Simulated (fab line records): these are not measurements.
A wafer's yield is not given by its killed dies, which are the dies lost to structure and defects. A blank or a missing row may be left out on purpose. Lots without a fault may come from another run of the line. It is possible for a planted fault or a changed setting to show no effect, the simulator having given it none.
A struck lot beside a sound one	flow sky130	15 steps out of a route of 708
Sound: wafers L903.2, L903.4, L903.5. The struck wafers were L923.1, L923.2, L923.6. The cause is named last.
Order at every step that has rows: each side's tool, ch and its chambers, its first start. Under that, the readings that differ: sound wafers	struck wafers	difference of the means	sigmas: that difference in standard deviations of wafers without a fault.
alike: same words and numbers on both sides, and readings whose means sit less than 2 such deviations apart. not compared: any withheld reading, any reading some wafer has no value for, any bound like >300 that may hide the same value, and any number with overlapping values for which the record gives no deviation.
Wherever a step has rows on one side only, a row that says differs or no value, or a row with sigmas, the two part there. Numbers that have no deviation but don't overlap get no sigmas and don't part them. A reading that every wafer of one side lacks parts them only if that side has two wafers or more.

first, 6 steps without rows for these wafers: SKY_METAL4_COAT_07 (resist thk 60 nm); SKY_METAL4_COAT_08 (resist thk 1140 nm); SKY_METAL4_SOFTBAKE_09 (time 90 s); SKY_METAL4_EXPOSE_10 (exposes mask MM4, target cd 300 nm); SKY_METAL4_PEB_11; SKY_METAL4_DEVELOP_12 (develop time 60 s).
SKY_METAL4_CD_MEAS_13 targets a cd of 300 nm.
  struck on cdSem-01, day 47 17:56; sound on cdSem-01, day 43 03:01
  alike: cdNm
SKY_METAL4_OVL_MEAS_14:
  struck on overlay-02, day 47 18:04; sound on overlay-01, day 43 03:07
  alike: METAL4_OVL
SKY_METAL4_DESCUM_15: chemistry O2, time 8 s.
  sound on rieMetal-02 ch 0,1, day 43 03:09; struck on rieMetal-04 ch 0,1, day 47 18:06
  alike: drypumpMotorCurrentA, oesProductAu
  not compared: rfHoursCounterH
SKY_METAL4_ETCH_16: etches BARC in N2/H2, stops on SiO2, time 88.2 s, target depth 60 nm.
  sound on rieMetal-02 ch 0,1, day 43 03:11; struck on rieMetal-04 ch 0,1, day 47 18:08
  alike: drypumpMotorCurrentA, h2FlowSccm, oesProductAu, throttleValvePct
  not compared: rfHoursCounterH
SKY_METAL4_ETCH_17: etches SiO2 in C4F8/O2/Ar, stops on TiN, time 3.9 s, target depth 15 nm.
  sound on rieDiel-04 ch 1,3, day 43 03:17; struck on rieDiel-03 ch 1,3, day 47 18:14
  alike: oesProductAu
  not compared: rfHoursCounterH
SKY_METAL4_METAL_ETCH_18: etches the open film in Cl2/BCl3, stops on SiO2, target depth 845 nm, time 183.1 s.
  sound on rieMetal-03 ch 1, day 43 03:18; struck on rieMetal-03 ch 0,1, day 47 18:15
  alike: bcl3FlowSccm, drypumpMotorCurrentA, oesProductAu, throttleValvePct
  not compared: rfHoursCounterH
SKY_METAL4_STRIP_19: strips in O2/N2.
  sound on plasmaAsher-02 ch 0, day 43 03:28; struck on plasmaAsher-02 ch 0,1, day 47 18:25
reading	sound	struck	difference	sigmas
overashFraction	0.5 0.5 0.5	0.7 0.7 0.7	+0.2	
stripTimeToEndpointS (s)	6.47 6.47 6.43	6.59 6.69 6.62	+0.18	+2
  alike: drypumpMotorCurrentA, oesProductAu
  not compared: rfHoursCounterH
then, 1 step without rows for these wafers: SKY_METAL4_STRIP_20 (strips in post etch residue remover, time 1200 s).
-- the record jumps here: 3 days lie between the struck wafers' starts before and after (it left off in module METAL4 and takes up again in module PAD_OPEN, whose first step shown is number 708 of the route) --
SKY_PAD_OPEN_PROBE_99:
  struck on prober-01, day 51 02:16; sound on prober-01, day 47 02:05
  alike: defectLimitedYield, killed_at_M0_to_M3, killed_at_M4_up, killedAtContacts, killedAtFrontEnd, killedAtOther, killedDies, killedOpen, killedShort, sort_bin_3_pad_short, sort_bin_5_function, sort_bin_6_memory, sortNPass, sortYieldPct

== WHERE THEY PART ==
At SKY_METAL4_STRIP_19 and nowhere else, as far as this record goes. Later steps at which nothing parts them and some readings are alike: SKY_PAD_OPEN_PROBE_99.

WHY: what had been put in by the simulator
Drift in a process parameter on plasmaAsher-02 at SKY_METAL4_STRIP_19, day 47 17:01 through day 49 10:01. The setting overashFraction was moved by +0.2, starting from 0.5. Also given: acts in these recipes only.
